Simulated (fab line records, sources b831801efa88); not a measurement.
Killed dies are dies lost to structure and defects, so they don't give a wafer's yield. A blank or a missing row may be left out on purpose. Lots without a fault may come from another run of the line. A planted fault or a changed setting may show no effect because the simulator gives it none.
fab line records | flow sky130
record lots=11 wafers=33 last_day=50
route steps=708 shown VT_ADJUST_LVTN@117 VT_ADJUST_NCORE@130 LDD_N@244
lots that met no fault: from a run of the same line without faults
start_h: hours from the record's first day to the start of the lot's first wafer shown | wait_h: hours since the lot's step before | " the same as in the row above | L1.1+2: a row that stands for several wafers | - no value, or no start given | * or withheld: withheld | < > ~ a bound
route shown NAME@n: a module of which the file shows steps, and the number in the route of the first | usual: mean/standard deviation of fault-free wafers | same: alike in all rows | chamber/n: place in a boat | sites: the reading at each site | _std_site: their standard deviation | _edge_site: outer sites' mean less inner sites' | radius_mm: how far each site lies from the wafer's centre | mask NAME#n: copy n | behind: the tool/chamber that last shaped the wafer | hold: why the lot was held/for how many hours/how that ended | device: the transistor (n, p or np) that didn't switch | end of line: the same wafers' tests at the end of the route | a step without rows: its recipe alone | killed: dies lost to structure and defects at the first sort, not the wafer's yield | map: a wafer's dies, x killed, . not, _ none there
set.NAME: the setting as run; set.NAME@STEP: as run at that earlier step | model.NAME: the simulator's own value behind a step, which no gauge read
steps of the route over a sample of lots; a table a step, a row a wafer
services: from which hour (start_h, from the record's first day; less than 0 if before it) a tool's chamber was out of use, for how many hours, and why
## steps
# step SKY_VT_ADJUST_LVTN_STRIP_20
# recipe chemistry=O2/N2 power_w=1400 pressure_mtorr=1500 platen_temp_c=withheld o2_flow_sccm=3000 n2_flow_sccm=300 overash_fraction=0.5
# usual drypump_motor_current_A=5.9/0.54 oes_product_au=0.716/0.0047 strip_time_to_endpoint_s=14.21/0.03
# columns lot.wafer tool chamber start_h wait_h drypump_motor_current_A oes_product_au rf_hours_counter_h strip_time_to_endpoint_s
L657.1 plasma_asher-01 0 172.55 0.1 5.9 0.717 5 14.23
L657.5 " 1 " " 5.2 0.717 - 14.24
L657.6 " 0 " " 5.9 0.714 - 14.24
L658.1 plasma_asher-02 1 179.50 0.1 5.7 0.719 52 14.17
L658.3 " 0 " " 6.8 0.711 - 14.19
L658.5 " 0 " " 6.8 0.717 - 14.21
L659.1 plasma_asher-02 0 188.05 0.1 6.8 0.714 53 14.26
L659.2 " 1 " " 5.8 0.718 53 14.28
L659.3 " 1 " " 5.7 0.709 - 14.23
L660.2 plasma_asher-02 1 200.35 0.1 5.8 0.725 55 14.17
L660.5 " 0 " " 6.8 0.714 - 14.14
L660.6 " 1 " " 5.8 0.716 - 14.15
L664.3 plasma_asher-04 0 219.16 0.1 6.1 0.708 - 14.21
L664.5 " 0 " " 6.1 0.719 - 14.20
L664.6 " 1 " " 5.4 0.717 - 14.26
L665.2 plasma_asher-04 1 223.95 0.1 5.4 0.714 48 14.28
L665.5 " 0 " " 6.1 0.718 - 14.26
L665.6 " 1 " " 5.4 0.717 - 14.23
L667.2 plasma_asher-01 0 233.83 0.1 5.9 0.718 10 14.17
L667.3 " 1 " " 5.2 0.708 - 14.19
L667.6 " 0 " " 5.9 0.709 - 14.23
L668.1 plasma_asher-02 1 242.65 0.1 5.7 0.715 59 14.20
L668.2 " 0 " " 6.8 0.719 59 14.23
L668.3 " 0 " " 6.8 0.716 - 14.26
L674.3 plasma_asher-01 1 282.16 0.1 5.2 0.711 - 14.27
L674.4 " 0 " " 5.9 0.721 - 14.18
L674.5 " 1 " " 5.2 0.719 - 14.26
L677.2 plasma_asher-01 0 302.40 0.1 5.9 0.714 16 14.21
L677.4 " 1 " " 5.2 0.709 - 14.21
L677.5 " 0 " " 5.9 0.707 - 14.17
L679.1 plasma_asher-02 1 323.13 0.1 5.7 0.724 67 14.19
L679.5 " 1 " " 5.8 0.715 - 14.14
L679.6 " 0 " " 6.8 0.715 - 14.16
# step SKY_VT_ADJUST_NCORE_TW_MEAS_11
# usual VT_ADJUST_NCORE_TW=217.2/2.1
# columns lot.wafer tool chamber start_h wait_h VT_ADJUST_NCORE_TW
L657.1 film_metro-02 - 194.12 0.1 217.3
L657.5 " - " " 217.0
L657.6 " - " " 217.2
L658.1 film_metro-02 - 201.47 0.1 216.9
L658.3 " - " " 217.6
L658.5 " - " " 216.5
L659.1 film_metro-04 - 209.57 0.1 214.7
L659.2 " - " " 215.9
L659.3 " - " " 215.0
L660.2 film_metro-02 - 221.53 0.1 216.0
L660.5 " - " " 216.9
L660.6 " - " " 215.9
L664.3 film_metro-04 - 240.74 0.1 213.2
L664.5 " - " " 215.0
L664.6 " - " " 215.3
L665.2 film_metro-02 - 245.43 0.1 216.3
L665.5 " - " " 215.8
L665.6 " - " " 216.3
L667.2 film_metro-04 - 255.03 0.1 213.6
L667.3 " - " " 213.3
L667.6 " - " " 214.2
L668.1 film_metro-02 - 265.67 0.1 217.4
L668.2 " - " " 217.6
L668.3 " - " " 216.6
L674.3 film_metro-04 - 308.49 0.1 215.1
L674.4 " - " " 216.1
L674.5 " - " " 215.2
L677.2 film_metro-04 - 328.88 0.1 216.4
L677.4 " - " " 215.1
L677.5 " - " " 215.8
L679.1 film_metro-01 - 350.32 0.1 221.3
L679.5 " - " " 221.9
L679.6 " - " " 220.9
# step SKY_LDD_N_OVL_MEAS_07
# usual LDD_N_OVL=0.0/1.4
# columns lot.wafer tool chamber start_h wait_h LDD_N_OVL[nm]
L657.1 overlay-01 - 412.87 0.1 -1.3
L657.5 " - " " 0.7
L657.6 " - " " -0.3
L658.1 overlay-02 - 419.91 0.1 2.3
L658.3 " - " " 1.3
L658.5 " - " " 0.1
L659.1 overlay-01 - 433.72 0.1 0.3
L659.2 " - " " 1.0
L659.3 " - " " 1.0
L660.2 overlay-01 - 448.57 0.1 1.5
L660.5 " - " " -0.5
L660.6 " - " " 1.1
L664.3 overlay-01 - 476.02 0.1 0.9
L664.5 " - " " 2.0
L664.6 " - " " -1.8
L665.2 overlay-01 - 485.87 0.1 -2.0
L665.5 " - " " -1.4
L665.6 " - " " -1.8
L667.2 overlay-02 - 498.90 0.1 0.8
L667.3 " - " " -0.1
L667.6 " - " " 1.2
L668.1 overlay-02 - 505.86 0.1 -0.5
L668.2 " - " " -2.9
L668.3 " - " " -1.7
L674.3 overlay-01 - 560.22 0.1 2.5
L674.4 " - " " 2.3
L674.5 " - " " 2.8
L677.2 overlay-01 - 583.32 0.1 1.2
L677.4 " - " " 0.5
L677.5 " - " " -1.5
L679.1 overlay-02 - 606.16 0.1 1.7
L679.5 " - " " 1.0
L679.6 " - " " 1.3
# step SKY_LDD_N_IMPLANT_08
# recipe species=As energy_kev=20 dose_cm2=7.5e+13 tilt_deg=withheld rotation_deg=23
# usual dose_ions_cm2=7.499e+13/8.5e+10
# columns lot.wafer tool chamber start_h wait_h dose_ions_cm2
L657.1 implanter-01 0 412.90 0.0 7.492e+13
L657.5 " 0 " " 7.504e+13
L657.6 " 0 " " 7.5e+13
L658.1 implanter-04 0 419.95 0.0 7.489e+13
L658.3 " 0 " " 7.512e+13
L658.5 " 0 " " 7.501e+13
L659.1 implanter-01 0 433.75 0.0 7.494e+13
L659.2 " 0 " " 7.498e+13
L659.3 " 0 " " 7.486e+13
L660.2 implanter-01 0 448.63 0.0 7.489e+13
L660.5 " 0 " " 7.504e+13
L660.6 " 0 " " 7.504e+13
L664.3 implanter-03 0 476.09 0.1 7.505e+13
L664.5 " 0 " " 7.492e+13
L664.6 " 0 " " 7.501e+13
L665.2 implanter-03 0 485.93 0.0 7.517e+13
L665.5 " 0 " " 7.486e+13
L665.6 " 0 " " 7.5e+13
L667.2 implanter-03 0 498.96 0.0 7.489e+13
L667.3 " 0 " " 7.491e+13
L667.6 " 0 " " 7.494e+13
L667.2 implanter-03 0 499.28 0.3 7.516e+13
L667.3 " 0 " " 7.483e+13
L667.6 " 0 " " 7.489e+13
L668.1 implanter-03 0 505.90 0.0 7.484e+13
L668.2 " 0 " " 7.488e+13
L668.3 " 0 " " 7.483e+13
L674.3 implanter-04 0 560.30 0.1 7.51e+13
L674.4 " 0 " " 7.517e+13
L674.5 " 0 " " 7.492e+13
L674.3 implanter-04 0 560.61 0.3 7.511e+13
L674.4 " 0 " " 7.501e+13
L674.5 " 0 " " 7.503e+13
L677.2 implanter-03 0 583.37 0.0 7.508e+13
L677.4 " 0 " " 7.498e+13
L677.5 " 0 " " 7.51e+13
L679.1 implanter-01 0 606.19 0.0 7.502e+13
L679.5 " 0 " " 7.506e+13
L679.6 " 0 " " 7.502e+13
# step SKY_LDD_N_STRIP_16
# recipe chemistry=O2/N2 power_w=1400 pressure_mtorr=1500 platen_temp_c=withheld o2_flow_sccm=3000 n2_flow_sccm=300 overash_fraction=0.5
# usual drypump_motor_current_A=5.9/0.52 oes_product_au=0.407/0.0044 strip_time_to_endpoint_s=4.324/0.016
# columns lot.wafer tool chamber start_h wait_h drypump_motor_current_A oes_product_au rf_hours_counter_h strip_time_to_endpoint_s
L657.1 plasma_asher-01 1 414.10 0.1 5.2 0.399 27 4.337
L657.5 " 0 " " 5.9 0.410 - 4.322
L657.6 " 1 " " 5.2 0.411 - 4.317
L658.1 plasma_asher-04 0 421.15 0.1 6.0 0.401 66 4.325
L658.3 " 0 " " 6.0 0.409 - 4.315
L658.5 " 0 " " 6.0 0.407 - 4.342
L659.1 plasma_asher-02 0 434.95 0.1 6.8 0.407 0 4.334
L659.2 " 1 " " 5.7 0.406 0 4.334
L659.3 " 1 " " 5.7 0.403 - 4.361
L660.2 plasma_asher-01 0 449.80 0.1 5.9 0.405 31 4.320
L660.5 " 1 " " 5.2 0.407 - 4.326
L660.6 " 0 " " 5.9 0.411 - 4.334
L664.3 plasma_asher-04 0 477.28 0.1 6.1 0.411 - 4.296
L664.5 " 1 " " 5.4 0.404 - 4.326
L664.6 " 0 " " 6.1 0.406 - 4.312
L665.2 plasma_asher-04 1 487.10 0.1 5.4 0.399 73 4.318
L665.5 " 1 " " 5.4 0.402 - 4.300
L665.6 " 0 " " 6.0 0.406 - 4.313
L667.2 plasma_asher-04 0 500.45 0.1 6.1 0.409 75 4.552
L667.3 " 1 " " 5.4 0.408 - 4.537
L667.6 " 1 " " 5.4 0.400 - 4.520
L668.1 plasma_asher-02 0 507.10 0.1 6.8 0.399 6 4.313
L668.2 " 1 " " 5.8 0.408 6 4.310
L668.3 " 0 " " 6.8 0.411 - 4.311
L674.3 plasma_asher-01 1 561.80 0.1 5.2 0.402 - 4.531
L674.4 " 0 " " 5.9 0.405 - 4.516
L674.5 " 0 " " 5.9 0.410 - 4.525
L677.2 plasma_asher-02 0 584.55 0.1 6.8 0.415 15 4.336
L677.4 " 1 " " 5.7 0.410 - 4.337
L677.5 " 1 " " 5.7 0.404 - 4.322
L679.1 plasma_asher-02 1 607.39 0.1 5.8 0.406 17 4.326
L679.5 " 0 " " 6.9 0.408 - 4.318
L679.6 " 1 " " 5.7 0.409 - 4.310
# step SKY_LDD_N_TW_MEAS_17
# usual LDD_N_TW=2570/25
# columns lot.wafer tool chamber start_h wait_h LDD_N_TW
L657.1 film_metro-01 - 414.20 0.1 2588
L657.5 " - " " 2602
L657.6 " - " " 2598
L658.1 film_metro-04 - 421.25 0.1 2531
L658.3 " - " " 2523
L658.5 " - " " 2528
L659.1 film_metro-01 - 435.05 0.1 2615
L659.2 " - " " 2620
L659.3 " - " " 2602
L660.2 film_metro-04 - 449.91 0.1 2562
L660.5 " - " " 2549
L660.6 " - " " 2552
L664.3 film_metro-01 - 477.36 0.1 2630
L664.5 " - " " 2615
L664.6 " - " " 2595
L665.2 film_metro-01 - 487.21 0.1 2592
L665.5 " - " " 2589
L665.6 " - " " 2589
L667.2 film_metro-04 - 500.56 0.1 2655
L667.3 " - " " 2656
L667.6 " - " " 2665
L668.1 film_metro-02 - 507.20 0.1 2564
L668.2 " - " " 2565
L668.3 " - " " 2572
L674.3 film_metro-04 - 561.88 0.1 2661
L674.4 " - " " 2667
L674.5 " - " " 2664
L677.2 film_metro-02 - 584.66 0.1 2562
L677.4 " - " " 2566
L677.5 " - " " 2550
L679.1 film_metro-02 - 607.49 0.1 2576
L679.5 " - " " 2564
L679.6 " - " " 2562
## services
# columns tool chamber start_h hours kind
implanter-04 - 149.27 1.6 repair
implanter-01 - 154.46 18.6 pm
plasma_asher-01 - 181.76 14.6 pm
implanter-03 - 183.91 0.8 repair
implanter-03 - 263.49 1.4 repair
implanter-04 - 327.19 5.4 pm
implanter-03 - 350.49 1.6 repair
plasma_asher-04 - 357.79 2.8 pm
plasma_asher-02 - 400.01 0.5 repair
plasma_asher-02 - 407.01 7.8 repair
plasma_asher-02 - 415.18 1.6 repair
plasma_asher-02 - 421.25 9.0 pm
implanter-01 - 422.51 3.6 repair
implanter-03 - 433.29 3.8 pm
plasma_asher-02 - 444.50 2.8 pm
plasma_asher-02 - 447.96 14.6 pm
implanter-01 - 468.08 1.7 repair
implanter-01 - 480.02 2.5 repair
implanter-01 - 496.41 5.7 repair
implanter-03 - 507.51 1.1 repair
plasma_asher-01 - 521.06 1.4 repair
implanter-01 - 539.62 1.3 repair
implanter-03 - 573.75 3.6 repair
implanter-01 - 589.11 3.4 pm
## key
first_sign step=SKY_LDD_N_IMPLANT_08 reading=visit direction=added
effect step=SKY_LDD_N_STRIP_16 reading=strip_time_to_endpoint_s direction=up sigmas=13 usual=* struck=*
effect step=SKY_LDD_N_TW_MEAS_17 reading=LDD_N_TW direction=up sigmas=3.6 usual=2570 struck=2661
met_at SKY_LDD_N_IMPLANT_08
struck_lots L667,L674
tester_left_out L667,L674
not_acting_at SKY_VT_ADJUST_LVTN_STRIP_20,SKY_VT_ADJUST_NCORE_TW_MEAS_11,SKY_LDD_N_OVL_MEAS_07
fault kind=repeated_step_whole tool=implanter-01,implanter-03,implanter-04 chamber=- onset_h=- steps=SKY_LDD_N_IMPLANT_08 times=1 scope=struck_lots_only
# tester_left_out: of these lots the tester's yield and bins aren't shown, on N5 and GAA mostly nor the transistor test; their killed dies are dies lost to structure and defects alone, not to doping, threshold or leakage, so they don't give the yield
